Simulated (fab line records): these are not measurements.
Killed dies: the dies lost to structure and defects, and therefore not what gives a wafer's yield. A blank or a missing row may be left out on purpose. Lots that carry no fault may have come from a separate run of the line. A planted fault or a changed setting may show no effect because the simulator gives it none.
fab line records	flow gf180mcu
record: lots: 13	wafers: 39	last_day: 34
route steps=602 shown MVPSD@86 VT_IMPLANT@119 SAB@273 M2@365
lots untouched by any fault: they come from a run of this same line in which no faults occurred
start_h: start of the lot's first displayed wafer, in hours after the record's first day	wait_h: hours elapsed since this lot's preceding step	" same as the row above	L1.1+2: a single row standing in for several wafers	- no value present, or no start provided	* or withheld: withheld	< > ~ a bound
route shown NAME@n: names a module that has steps shown in the file, with the first one's number in the route	usual: mean/standard deviation of fault-free wafers	same: alike in all rows	chamber/n: place in a boat	sites: readings site by site	_std_site: how widely they spread, as a standard deviation	_edge_site: the outer-site mean with the inner-site mean subtracted	radius_mm: for every site, how far away it sits from the centre of the wafer	mask NAME#n: copy n	behind: the most recent tool/chamber to have shaped the wafer	hold: the reason the lot was held/the length of the hold in hours/how it ended	device: which transistor (n, p or np) failed to switch	end of line: tests of these same wafers at the route's end	step lacking rows: just its recipe	killed: the dies lost at the first sort to structure and to defects; this is not the yield of the wafer	map: a wafer's dies, marking killed ones x, the rest . and places with no die _
set.NAME: the setting as run; set.NAME@STEP: as run at that earlier step	model.NAME: the simulator's own value behind a step, which no gauge read
route steps across a sampled set of lots; one table per step, one row per wafer
services: when a tool's chamber went out of use (start_h, in hours from the record's first day, below 0 if earlier), for how many hours, and the reason
== steps ==
step: GF_MVPSD_IMPLANT_08
recipe: species: B	energy_kev: 170	dose_cm2: 1.5e+13	tilt_deg: 0
usual: implant_ion_amu: 11/0
lot.wafer	tool	chamber	start_h	wait_h	implant_ion_amu
L421.2	implanter-04	0	95.28	0.0	11
L421.4	"	0	"	"	11
L421.5	"	0	"	"	11
L422.1	implanter-02	0	104.11	0.0	11
L422.2	"	0	"	"	11
L422.5	"	0	"	"	11
L423.2	implanter-04	0	108.09	0.0	11
L423.5	"	0	"	"	11
L423.6	"	0	"	"	11
L424.2	implanter-02	0	114.98	0.0	11
L424.3	"	0	"	"	11
L424.5	"	0	"	"	11
L425.1	implanter-04	0	122.32	0.0	11
L425.5	"	0	"	"	11
L425.6	"	0	"	"	11
L426.3	implanter-02	0	127.47	0.1	11
L426.4	"	0	"	"	11
L426.6	"	0	"	"	11
L427.1	implanter-02	0	131.57	0.0	11
L427.2	"	0	"	"	11
L427.5	"	0	"	"	11
L428.1	implanter-02	0	145.51	0.0	11
L428.2	"	0	"	"	11
L428.3	"	0	"	"	11
L430.4	implanter-04	0	152.83	0.1	11
L430.5	"	0	"	"	11
L430.6	"	0	"	"	11
L437.1	implanter-04	0	195.01	0.0	11
L437.5	"	0	"	"	11
L437.6	"	0	"	"	11
L439.1	implanter-03	0	209.26	0.0	49
L439.2	"	0	"	"	49
L439.6	"	0	"	"	49
L440.4	implanter-04	0	212.99	0.1	49
L440.5	"	0	"	"	49
L440.6	"	0	"	"	49
L441.1	implanter-03	0	218.56	0.0	49
L441.3	"	0	"	"	49
L441.6	"	0	"	"	49
step: GF_MVPSD_TW_MEAS_11
usual: MVPSD_TW: 554/3
lot.wafer	tool	chamber	start_h	wait_h	MVPSD_TW
L421.2	film_metro-03	-	95.67	0.1	556
L421.4	"	-	"	"	554
L421.5	"	-	"	"	557
L422.1	film_metro-04	-	104.51	0.1	549
L422.2	"	-	"	"	544
L422.5	"	-	"	"	550
L423.2	film_metro-01	-	108.48	0.1	557
L423.5	"	-	"	"	553
L423.6	"	-	"	"	553
L424.2	film_metro-01	-	115.37	0.1	553
L424.3	"	-	"	"	553
L424.5	"	-	"	"	552
L425.1	film_metro-03	-	122.73	0.1	556
L425.5	"	-	"	"	558
L425.6	"	-	"	"	559
L426.3	film_metro-04	-	127.84	0.1	554
L426.4	"	-	"	"	558
L426.6	"	-	"	"	555
L427.1	film_metro-01	-	131.97	0.1	561
L427.2	"	-	"	"	558
L427.5	"	-	"	"	558
L428.1	film_metro-04	-	145.91	0.1	556
L428.2	"	-	"	"	556
L428.3	"	-	"	"	553
L430.4	film_metro-04	-	153.19	0.1	554
L430.5	"	-	"	"	553
L430.6	"	-	"	"	557
L437.1	film_metro-01	-	195.41	0.1	551
L437.5	"	-	"	"	551
L437.6	"	-	"	"	550
L439.1	film_metro-01	-	209.66	0.1	1033
L439.2	"	-	"	"	1033
L439.6	"	-	"	"	1035
L440.4	film_metro-03	-	213.35	0.1	1046
L440.5	"	-	"	"	1049
L440.6	"	-	"	"	1046
L441.1	film_metro-04	-	218.96	0.1	1033
L441.3	"	-	"	"	1035
L441.6	"	-	"	"	1040
step: GF_VT_IMPLANT_OVL_MEAS_29
usual: VT_IMPLANT_02_OVL: -0.5/1.3
lot.wafer	tool	chamber	start_h	wait_h	VT_IMPLANT_02_OVL[nm]
L421.2	overlay-01	-	141.14	0.1	0.3
L421.4	"	-	"	"	-0.7
L421.5	"	-	"	"	1.0
L422.1	overlay-01	-	150.83	0.1	0.6
L422.2	"	-	"	"	0.1
L422.5	"	-	"	"	-0.8
L423.2	overlay-02	-	154.98	0.1	-0.6
L423.5	"	-	"	"	-1.2
L423.6	"	-	"	"	-2.0
L424.2	overlay-02	-	162.74	0.1	1.6
L424.3	"	-	"	"	0.4
L424.5	"	-	"	"	0.0
L425.1	overlay-01	-	171.12	0.1	1.2
L425.5	"	-	"	"	1.9
L425.6	"	-	"	"	0.6
L426.3	overlay-02	-	176.70	0.1	1.0
L426.4	"	-	"	"	0.3
L426.6	"	-	"	"	-0.4
L427.1	overlay-01	-	179.83	0.1	-1.7
L427.2	"	-	"	"	-1.7
L427.5	"	-	"	"	-0.4
L428.1	overlay-02	-	195.78	0.1	0.5
L428.2	"	-	"	"	0.2
L428.3	"	-	"	"	0.8
L430.4	overlay-01	-	204.55	0.1	-2.2
L430.5	"	-	"	"	-2.2
L430.6	"	-	"	"	-3.0
L437.1	overlay-02	-	249.88	0.1	0.2
L437.5	"	-	"	"	0.3
L437.6	"	-	"	"	-0.1
L439.1	overlay-02	-	264.28	0.1	-0.1
L439.2	"	-	"	"	1.4
L439.6	"	-	"	"	0.6
L440.4	overlay-01	-	267.99	0.1	-0.5
L440.5	"	-	"	"	0.3
L440.6	"	-	"	"	0.9
L441.1	overlay-01	-	275.28	0.1	-1.0
L441.3	"	-	"	"	0.7
L441.6	"	-	"	"	-0.2
step: GF_VT_IMPLANT_RS_MEAS_49
recipe: thk_meas_gauge: four-point-probe
usual: MVPSD_RS: 1169/3.1
lot.wafer	tool	chamber	start_h	wait_h	MVPSD_RS[ohm/sq]
L421.2	film_metro-03	-	157.96	0.1	1167
L421.4	"	-	"	"	1166
L421.5	"	-	"	"	1164
L422.1	film_metro-03	-	168.28	0.1	1175
L422.2	"	-	"	"	1178
L422.5	"	-	"	"	1173
L423.2	film_metro-03	-	172.60	0.1	1170
L423.5	"	-	"	"	1170
L423.6	"	-	"	"	1168
L424.2	film_metro-04	-	180.30	0.1	1166
L424.3	"	-	"	"	1171
L424.5	"	-	"	"	1171
L425.1	film_metro-03	-	188.54	0.1	1168
L425.5	"	-	"	"	1168
L425.6	"	-	"	"	1167
L426.3	film_metro-03	-	194.99	0.1	1175
L426.4	"	-	"	"	1172
L426.6	"	-	"	"	1170
L427.1	film_metro-03	-	197.24	0.1	1168
L427.2	"	-	"	"	1166
L427.5	"	-	"	"	1166
L428.1	film_metro-03	-	214.88	0.1	1171
L428.2	"	-	"	"	1169
L428.3	"	-	"	"	1169
L430.4	film_metro-03	-	223.05	0.1	1170
L430.5	"	-	"	"	1169
L430.6	"	-	"	"	1166
L437.1	film_metro-03	-	269.77	0.1	1172
L437.5	"	-	"	"	1166
L437.6	"	-	"	"	1168
L439.1	film_metro-01	-	284.80	0.1	1569
L439.2	"	-	"	"	1565
L439.6	"	-	"	"	1568
L440.4	film_metro-04	-	289.30	0.1	1569
L440.5	"	-	"	"	1566
L440.6	"	-	"	"	1570
L441.1	film_metro-01	-	295.74	0.1	1570
L441.3	"	-	"	"	1568
L441.6	"	-	"	"	1564
step: GF_SAB_CD_MEAS_09
recipe: target_cd_nm: 420
usual: cd_nm: 420.5/2.5
lot.wafer	tool	chamber	start_h	wait_h	cd_nm
L421.2	cd_sem-02	-	338.60	0.1	419.0
L421.4	"	-	"	"	418.5
L421.5	"	-	"	"	419.6
L422.1	cd_sem-01	-	355.88	0.1	422.5
L422.2	"	-	"	"	421.8
L422.5	"	-	"	"	422.9
L423.2	cd_sem-01	-	360.15	0.1	420.1
L423.5	"	-	"	"	418.0
L423.6	"	-	"	"	419.9
L424.2	cd_sem-02	-	372.04	0.1	419.5
L424.3	"	-	"	"	421.1
L424.5	"	-	"	"	421.8
L425.1	cd_sem-02	-	377.48	0.1	421.2
L425.5	"	-	"	"	421.9
L425.6	"	-	"	"	422.0
L426.3	cd_sem-02	-	392.26	0.1	422.4
L426.4	"	-	"	"	420.0
L426.6	"	-	"	"	420.5
L427.1	cd_sem-01	-	396.28	0.1	421.3
L427.2	"	-	"	"	420.8
L427.5	"	-	"	"	420.5
L428.1	cd_sem-02	-	417.37	0.1	420.9
L428.2	"	-	"	"	421.6
L428.3	"	-	"	"	422.0
L430.4	cd_sem-02	-	425.23	0.1	422.6
L430.5	"	-	"	"	423.4
L430.6	"	-	"	"	420.3
L437.1	cd_sem-02	-	487.73	0.1	424.4
L437.5	"	-	"	"	423.3
L437.6	"	-	"	"	424.5
L439.1	cd_sem-01	-	507.18	0.1	415.6
L439.2	"	-	"	"	414.5
L439.6	"	-	"	"	415.5
L440.4	cd_sem-01	-	511.42	0.1	423.6
L440.5	"	-	"	"	421.7
L440.6	"	-	"	"	423.4
L441.1	cd_sem-02	-	518.38	0.1	421.4
L441.3	"	-	"	"	422.0
L441.6	"	-	"	"	423.8
step: GF_M2_SPUTTER_03
recipe: material: Ti	target_thk_nm: 10	substrate_temp_c: 300	chamber_pressure_pa: 0.3	power_w: 3000	time_s: 6.7
usual: throttle_valve_pct: 29.8/1.1
lot.wafer	tool	chamber	start_h	wait_h	throttle_valve_pct
L421.2	pvd_sputter-04	-	415.94	0.0	29.6
L421.4	"	-	"	"	30.8
L421.5	"	-	"	"	28.5
L422.1	pvd_sputter-04	-	433.41	0.0	32.0
L422.2	"	-	"	"	28.5
L422.5	"	-	"	"	30.8
L423.2	pvd_sputter-04	-	437.06	0.0	28.6
L423.5	"	-	"	"	30.5
L423.6	"	-	"	"	29.8
L424.2	pvd_sputter-04	-	450.33	0.0	30.6
L424.3	"	-	"	"	31.7
L424.5	"	-	"	"	29.5
L425.1	pvd_sputter-03	-	456.44	0.0	28.9
L425.5	"	-	"	"	30.3
L425.6	"	-	"	"	28.8
L426.3	pvd_sputter-02	-	472.48	0.0	28.8
L426.4	"	-	"	"	30.9
L426.6	"	-	"	"	29.2
L427.1	pvd_sputter-04	-	475.43	0.0	30.4
L427.2	"	-	"	"	31.8
L427.5	"	-	"	"	31.6
L428.1	pvd_sputter-02	-	497.81	0.0	29.2
L428.2	"	-	"	"	28.6
L428.3	"	-	"	"	28.9
L430.4	pvd_sputter-04	-	505.24	0.0	29.7
L430.5	"	-	"	"	28.4
L430.6	"	-	"	"	31.9
L437.1	pvd_sputter-04	-	563.91	0.0	29.7
L437.5	"	-	"	"	30.3
L437.6	"	-	"	"	32.0
L439.1	pvd_sputter-02	-	581.75	0.0	30.6
L439.2	"	-	"	"	28.5
L439.6	"	-	"	"	30.9
L440.4	pvd_sputter-02	-	585.35	0.0	28.5
L440.5	"	-	"	"	29.5
L440.6	"	-	"	"	28.5
L441.1	pvd_sputter-02	-	592.77	0.0	29.6
L441.3	"	-	"	"	28.5
L441.6	"	-	"	"	28.7
== services ==
tool	chamber	start_h	hours	kind
implanter-02	-	90.93	1.4	repair
implanter-03	-	140.62	2.4	repair
implanter-04	-	143.70	2.2	repair
implanter-03	-	197.46	5.4	pm
pvd_sputter-02	-	228.44	2.1	repair
pvd_sputter-04	-	246.70	13.6	repair
implanter-03	-	260.11	16.5	repair
implanter-03	-	264.53	3.4	repair
implanter-03	-	310.60	1.1	repair
implanter-02	-	317.76	86.2	pm
pvd_sputter-02	-	377.29	9.3	repair
implanter-03	-	388.99	1.7	repair
implanter-02	-	403.94	5.3	pm
implanter-02	-	409.12	2.1	repair
pvd_sputter-02	-	438.22	22.0	repair
implanter-02	-	457.06	4.8	pm
pvd_sputter-04	-	467.95	7.3	repair
implanter-04	-	479.85	3.6	pm
pvd_sputter-02	-	501.20	6.2	repair
pvd_sputter-02	-	523.85	1.9	repair
pvd_sputter-04	-	531.03	1.6	repair
implanter-04	-	556.94	4.2	repair
pvd_sputter-04	-	564.83	1.8	repair
pvd_sputter-04	-	590.46	1.1	repair
== key ==
first_sign: step: GF_MVPSD_IMPLANT_08	reading: implant_ion_amu	direction: up	sigmas: 99+	usual: 11	struck: 49
effect: step: GF_MVPSD_TW_MEAS_11	reading: MVPSD_TW	direction: up	sigmas: 99+	usual: 554	struck: 1039
effect: step: GF_VT_IMPLANT_RS_MEAS_49	reading: MVPSD_RS	direction: up	sigmas: 99+	usual: 1169	struck: 1568
met_at GF_MVPSD_IMPLANT_08
struck_lots L439,L440,L441
tester_left_out L439,L440,L441
not_acting_at GF_VT_IMPLANT_OVL_MEAS_29,GF_SAB_CD_MEAS_09,GF_M2_SPUTTER_03
onset_between 195.01 209.26
fault: kind: wrong_recipe_download	tool: implanter-02,implanter-03,implanter-04	chamber: -	onset_h: 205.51	steps: GF_MVPSD_IMPLANT_08	wrong_recipe.not_listed: 1
tester_left_out: of these lots the tester's yield and bins aren't shown, on N5 and GAA mostly nor the transistor test; their killed dies are dies lost to structure and defects alone, not to doping, threshold or leakage, so they don't give the yield
